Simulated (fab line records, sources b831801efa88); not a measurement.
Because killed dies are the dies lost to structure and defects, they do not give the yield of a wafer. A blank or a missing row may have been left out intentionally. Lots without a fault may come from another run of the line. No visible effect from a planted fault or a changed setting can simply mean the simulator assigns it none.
The tool behind it: which one? || flow sky130 || 29 wafers from 10 lots sampled at 6 of the route's 708 steps

## WHAT EACH GAUGE READ, for each wafer
SKY_CONTACT_THK_MEAS_26: measures by xrf.
{"lot": "L353", "measured": "day 32 05:38", "on": "film_metro-03", "CONTACT_W_THK (nm)": "347 334 345"}
{"lot": "L351", "measured": "day 32 07:12", "on": "film_metro-01", "CONTACT_W_THK (nm)": "339 342 338"}
{"lot": "L356", "measured": "day 33 08:11", "on": "film_metro-03", "CONTACT_W_THK (nm)": "347 340 339"}
{"lot": "L358", "measured": "day 34 16:42", "on": "film_metro-01", "CONTACT_W_THK (nm)": "330 336 347"}
{"lot": "L360", "measured": "day 35 08:32", "on": "film_metro-01", "CONTACT_W_THK (nm)": "335 346 334"}
{"lot": "L362", "measured": "day 35 15:10", "on": "film_metro-01", "CONTACT_W_THK (nm)": "345 342 349"}
{"lot": "L363", "measured": "day 35 20:14", "on": "film_metro-04", "CONTACT_W_THK (nm)": "346 332 334"}
{"lot": "L366", "measured": "day 36 23:19", "on": "film_metro-03", "CONTACT_W_THK (nm)": "341 337 346"}
{"lot": "L367", "measured": "day 37 05:42", "on": "film_metro-03", "CONTACT_W_THK (nm)": "340 329 341"}
{"lot": "L368", "measured": "day 37 05:54", "on": "film_metro-03", "CONTACT_W_THK (nm)": "348 347"}

SKY_VIA1_RS_MEAS_22: the measuring method here is four-point-probe.
{"lot": "L353", "measured": "day 34 16:12", "on": "film_metro-01", "VIA1_W_RS (ohm/sq)": "0.425 0.432 0.430"}
{"lot": "L351", "measured": "day 34 18:02", "on": "film_metro-04", "VIA1_W_RS (ohm/sq)": "0.429 0.429 0.421"}
{"lot": "L356", "measured": "day 35 17:07", "on": "film_metro-04", "VIA1_W_RS (ohm/sq)": "0.427 0.427 0.424"}
{"lot": "L358", "measured": "day 37 00:49", "on": "film_metro-02", "VIA1_W_RS (ohm/sq)": "0.430 0.427 0.428"}
{"lot": "L360", "measured": "day 37 16:05", "on": "film_metro-02", "VIA1_W_RS (ohm/sq)": "0.424 0.428 0.431"}
{"lot": "L362", "measured": "day 37 22:24", "on": "film_metro-02", "VIA1_W_RS (ohm/sq)": "0.418 0.427 0.425"}
{"lot": "L363", "measured": "day 38 03:58", "on": "film_metro-01", "VIA1_W_RS (ohm/sq)": "0.428 0.427 0.429"}
{"lot": "L366", "measured": "day 39 05:09", "on": "film_metro-02", "VIA1_W_RS (ohm/sq)": "0.425 0.423 0.316"}
{"lot": "L367", "measured": "day 39 11:32", "on": "film_metro-02", "VIA1_W_RS (ohm/sq)": "0.430 0.313 0.311"}
{"lot": "L368", "measured": "day 39 12:29", "on": "film_metro-02", "VIA1_W_RS (ohm/sq)": "0.427 0.310"}

SKY_VIA1_THK_MEAS_23: measures by xrf.
{"lot": "L353", "measured": "day 34 16:18", "on": "film_metro-01", "VIA1_W_THK (nm)": "277.3 273.0 274.6"}
{"lot": "L351", "measured": "day 34 18:08", "on": "film_metro-04", "VIA1_W_THK (nm)": "274.3 273.6 281.1"}
{"lot": "L356", "measured": "day 35 17:14", "on": "film_metro-04", "VIA1_W_THK (nm)": "275.7 274.7 276.7"}
{"lot": "L358", "measured": "day 37 00:56", "on": "film_metro-02", "VIA1_W_THK (nm)": "270.7 272.6 273.4"}
{"lot": "L360", "measured": "day 37 16:12", "on": "film_metro-02", "VIA1_W_THK (nm)": "272.5 272.2 269.8"}
{"lot": "L362", "measured": "day 37 22:31", "on": "film_metro-02", "VIA1_W_THK (nm)": "277.1 273.3 274.8"}
{"lot": "L363", "measured": "day 38 04:05", "on": "film_metro-01", "VIA1_W_THK (nm)": "273.9 273.6 270.6"}
{"lot": "L366", "measured": "day 39 05:15", "on": "film_metro-02", "VIA1_W_THK (nm)": "274.1 275.4 368.0"}
{"lot": "L367", "measured": "day 39 11:38", "on": "film_metro-02", "VIA1_W_THK (nm)": "269.8 373.3 373.9"}
{"lot": "L368", "measured": "day 39 12:35", "on": "film_metro-02", "VIA1_W_THK (nm)": "272.8 374.3"}

## TOOL THAT RAN EACH LOT (tool first, then ch and the chambers of the sampled wafers, then the start)
{"lot": "L353", "SKY_SD_N_STRIP_11": "plasma_asher-01 ch 0,1, day 28 11:27", "SKY_LI_CONTACT_STRIP_16": "plasma_asher-03 ch 0,1, day 29 17:23", "SKY_VIA1_CVD_21": "cvd_w-01 ch 0,1, day 34 16:06"}
{"lot": "L351", "SKY_SD_N_STRIP_11": "plasma_asher-03 ch 0,1, day 28 12:48", "SKY_LI_CONTACT_STRIP_16": "plasma_asher-03 ch 0,1, day 29 18:58", "SKY_VIA1_CVD_21": "cvd_w-02 ch 0,1, day 34 17:55"}
{"lot": "L356", "SKY_SD_N_STRIP_11": "plasma_asher-01 ch 0,1, day 29 15:00", "SKY_LI_CONTACT_STRIP_16": "plasma_asher-04 ch 0,1, day 30 20:38", "SKY_VIA1_CVD_21": "cvd_w-02 ch 0,1, day 35 17:02"}
{"lot": "L358", "SKY_SD_N_STRIP_11": "plasma_asher-04 ch 0,1, day 31 00:44", "SKY_LI_CONTACT_STRIP_16": "plasma_asher-02 ch 0, day 32 05:43", "SKY_VIA1_CVD_21": "cvd_w-01 ch 0,1, day 37 00:44"}
{"lot": "L360", "SKY_SD_N_STRIP_11": "plasma_asher-04 ch 0,1, day 31 18:08", "SKY_LI_CONTACT_STRIP_16": "plasma_asher-03 ch 0,1, day 32 23:36", "SKY_VIA1_CVD_21": "cvd_w-02 ch 0,1, day 37 15:59"}
{"lot": "L362", "SKY_SD_N_STRIP_11": "plasma_asher-04 ch 0,1, day 32 00:43", "SKY_LI_CONTACT_STRIP_16": "plasma_asher-03 ch 0, day 33 05:30", "SKY_VIA1_CVD_21": "cvd_w-02 ch 0, day 37 22:19"}
{"lot": "L363", "SKY_SD_N_STRIP_11": "plasma_asher-04 ch 0,1, day 32 04:20", "SKY_LI_CONTACT_STRIP_16": "plasma_asher-02 ch 0,1, day 33 10:19", "SKY_VIA1_CVD_21": "cvd_w-01 ch 0,1, day 38 03:53"}
{"lot": "L366", "SKY_SD_N_STRIP_11": "plasma_asher-01 ch 0,1, day 33 09:59", "SKY_LI_CONTACT_STRIP_16": "plasma_asher-04 ch 0,1, day 34 14:47", "SKY_VIA1_CVD_21": "cvd_w-02 ch 0,1, day 39 05:03"}
{"lot": "L367", "SKY_SD_N_STRIP_11": "plasma_asher-03 ch 1, day 33 16:41", "SKY_LI_CONTACT_STRIP_16": "plasma_asher-04 ch 0, day 34 21:05", "SKY_VIA1_CVD_21": "cvd_w-02 ch 0, day 39 11:25"}
{"lot": "L368", "SKY_SD_N_STRIP_11": "plasma_asher-01 ch 0, day 33 16:52", "SKY_LI_CONTACT_STRIP_16": "plasma_asher-02 ch 0, day 34 21:16", "SKY_VIA1_CVD_21": "cvd_w-02 ch 0,1, day 39 12:22"}
- SKY_SD_N_STRIP_11: strips in O2/N2.
- SKY_LI_CONTACT_STRIP_16: strips in O2/N2.
- SKY_VIA1_CVD_21: deposits W, target thk 270 nm, time 80.902 s.

## AS READ BY THE TOOLS THEMSELVES (means over the sampled wafers that have a number; for cases with no such wafer, the mark the record gives instead)
SKY_SD_N_STRIP_11.
{"lot": "L353", "tool": "plasma_asher-01", "chamber_pressure_mTorr (mTorr)": 1499.2, "drypump_motor_current_A (A)": 5.8, "oes_product_au (a.u.)": 0.527, "strip_time_to_endpoint_s (s)": 22.51}
{"lot": "L351", "tool": "plasma_asher-03", "chamber_pressure_mTorr (mTorr)": 1500.0, "drypump_motor_current_A (A)": 5.9, "oes_product_au (a.u.)": 0.526, "strip_time_to_endpoint_s (s)": 22.49}
{"lot": "L356", "tool": "plasma_asher-01", "chamber_pressure_mTorr (mTorr)": 1498.3, "drypump_motor_current_A (A)": 5.8, "oes_product_au (a.u.)": 0.529, "strip_time_to_endpoint_s (s)": 22.56}
{"lot": "L358", "tool": "plasma_asher-04", "chamber_pressure_mTorr (mTorr)": 1500.9, "drypump_motor_current_A (A)": 6.2, "oes_product_au (a.u.)": 0.526, "strip_time_to_endpoint_s (s)": 22.57}
{"lot": "L360", "tool": "plasma_asher-04", "chamber_pressure_mTorr (mTorr)": 1499.6, "drypump_motor_current_A (A)": 6.2, "oes_product_au (a.u.)": 0.530, "strip_time_to_endpoint_s (s)": 22.56}
{"lot": "L362", "tool": "plasma_asher-04", "chamber_pressure_mTorr (mTorr)": 1498.0, "drypump_motor_current_A (A)": 6.2, "oes_product_au (a.u.)": 0.526, "strip_time_to_endpoint_s (s)": 22.51}
{"lot": "L363", "tool": "plasma_asher-04", "chamber_pressure_mTorr (mTorr)": 1499.9, "drypump_motor_current_A (A)": 5.8, "oes_product_au (a.u.)": 0.524, "strip_time_to_endpoint_s (s)": 22.58}
{"lot": "L366", "tool": "plasma_asher-01", "chamber_pressure_mTorr (mTorr)": 1500.8, "drypump_motor_current_A (A)": 5.8, "oes_product_au (a.u.)": 0.528, "strip_time_to_endpoint_s (s)": 22.58}
{"lot": "L367", "tool": "plasma_asher-03", "chamber_pressure_mTorr (mTorr)": 1500.0, "drypump_motor_current_A (A)": 5.6, "oes_product_au (a.u.)": 0.527, "strip_time_to_endpoint_s (s)": 22.51}
{"lot": "L368", "tool": "plasma_asher-01", "chamber_pressure_mTorr (mTorr)": 1499.0, "drypump_motor_current_A (A)": 5.7, "oes_product_au (a.u.)": 0.528, "strip_time_to_endpoint_s (s)": 22.56}

SKY_LI_CONTACT_STRIP_16.
{"lot": "L353", "tool": "plasma_asher-03", "chamber_pressure_mTorr (mTorr)": 1500.2, "drypump_motor_current_A (A)": 5.9, "oes_product_au (a.u.)": 0.375, "strip_time_to_endpoint_s (s)": 3.52}
{"lot": "L351", "tool": "plasma_asher-03", "chamber_pressure_mTorr (mTorr)": 1499.6, "drypump_motor_current_A (A)": 5.9, "oes_product_au (a.u.)": 0.374, "strip_time_to_endpoint_s (s)": 3.47}
{"lot": "L356", "tool": "plasma_asher-04", "chamber_pressure_mTorr (mTorr)": 1499.7, "drypump_motor_current_A (A)": 6.2, "oes_product_au (a.u.)": 0.371, "strip_time_to_endpoint_s (s)": 3.48}
{"lot": "L358", "tool": "plasma_asher-02", "chamber_pressure_mTorr (mTorr)": 1500.7, "drypump_motor_current_A (A)": 5.4, "oes_product_au (a.u.)": 0.373, "strip_time_to_endpoint_s (s)": 3.42}
{"lot": "L360", "tool": "plasma_asher-03", "chamber_pressure_mTorr (mTorr)": 1499.5, "drypump_motor_current_A (A)": 5.9, "oes_product_au (a.u.)": 0.373, "strip_time_to_endpoint_s (s)": 3.43}
{"lot": "L362", "tool": "plasma_asher-03", "chamber_pressure_mTorr (mTorr)": 1500.7, "drypump_motor_current_A (A)": 6.0, "oes_product_au (a.u.)": 0.376, "strip_time_to_endpoint_s (s)": 3.53}
{"lot": "L363", "tool": "plasma_asher-02", "chamber_pressure_mTorr (mTorr)": 1500.1, "drypump_motor_current_A (A)": 5.4, "oes_product_au (a.u.)": 0.376, "strip_time_to_endpoint_s (s)": 3.52}
{"lot": "L366", "tool": "plasma_asher-04", "chamber_pressure_mTorr (mTorr)": 1499.7, "drypump_motor_current_A (A)": 6.2, "oes_product_au (a.u.)": 0.375, "strip_time_to_endpoint_s (s)": 3.40}
{"lot": "L367", "tool": "plasma_asher-04", "chamber_pressure_mTorr (mTorr)": 1500.3, "drypump_motor_current_A (A)": 6.6, "oes_product_au (a.u.)": 0.372, "strip_time_to_endpoint_s (s)": 3.41}
{"lot": "L368", "tool": "plasma_asher-02", "chamber_pressure_mTorr (mTorr)": 1500.7, "drypump_motor_current_A (A)": 5.4, "oes_product_au (a.u.)": 0.379, "strip_time_to_endpoint_s (s)": 3.49}

SKY_VIA1_CVD_21.
{"lot": "L353", "tool": "cvd_w-01", "heater_power_w (W)": 914}
{"lot": "L351", "tool": "cvd_w-02", "heater_power_w (W)": 953}
{"lot": "L356", "tool": "cvd_w-02", "heater_power_w (W)": 955}
{"lot": "L358", "tool": "cvd_w-01", "heater_power_w (W)": 909}
{"lot": "L360", "tool": "cvd_w-02", "heater_power_w (W)": 956}
{"lot": "L362", "tool": "cvd_w-02", "heater_power_w (W)": 964}
{"lot": "L363", "tool": "cvd_w-01", "heater_power_w (W)": 914}
{"lot": "L366", "tool": "cvd_w-02", "heater_power_w (W)": 969}
{"lot": "L367", "tool": "cvd_w-02", "heater_power_w (W)": 986}
{"lot": "L368", "tool": "cvd_w-02", "heater_power_w (W)": 970}

## THE ANSWER, worked out from the rows above alone
Rule: what is usual is taken from the lots themselves. The widest of any qualifying gaps counts: lots, ordered by their means at a reading, are off when they make up no more than a third of the lots, leave a main group of 4 or more, and stand apart from it by 3 or more times the standard deviation of that group's means. The tables above print the reading to a certain number of digits; a main group whose means all agree to those digits is not used. Also off: a lot with no number at a reading for which 4 or more lots have one. All remaining lots with rows at the step are treated as sound. The gauges are gone through in route order, then the tools' own readings, and for those a lot's mean is taken as printed above. At the first step where some lot is off, the reading lying furthest off is the one used; lots without a number count as furthest.
Off: L366, L367, L368, seen at SKY_VIA1_RS_MEAS_22 (VIA1_W_RS). Main group: mean 0.427 ohm/sq, sd 0.0018.
A tool fits if, at a process step before that reading, it ran every lot that is off, and no sound lot after the first of them. Gauges at SKY_VIA1_RS_MEAS_22: tried the same way as those tools. This does not decide it: 2 tools fit, namely cvd_w-02 at SKY_VIA1_CVD_21 and film_metro-02 at SKY_VIA1_RS_MEAS_22.

## WHAT THE SIMULATOR HAD PUT IN
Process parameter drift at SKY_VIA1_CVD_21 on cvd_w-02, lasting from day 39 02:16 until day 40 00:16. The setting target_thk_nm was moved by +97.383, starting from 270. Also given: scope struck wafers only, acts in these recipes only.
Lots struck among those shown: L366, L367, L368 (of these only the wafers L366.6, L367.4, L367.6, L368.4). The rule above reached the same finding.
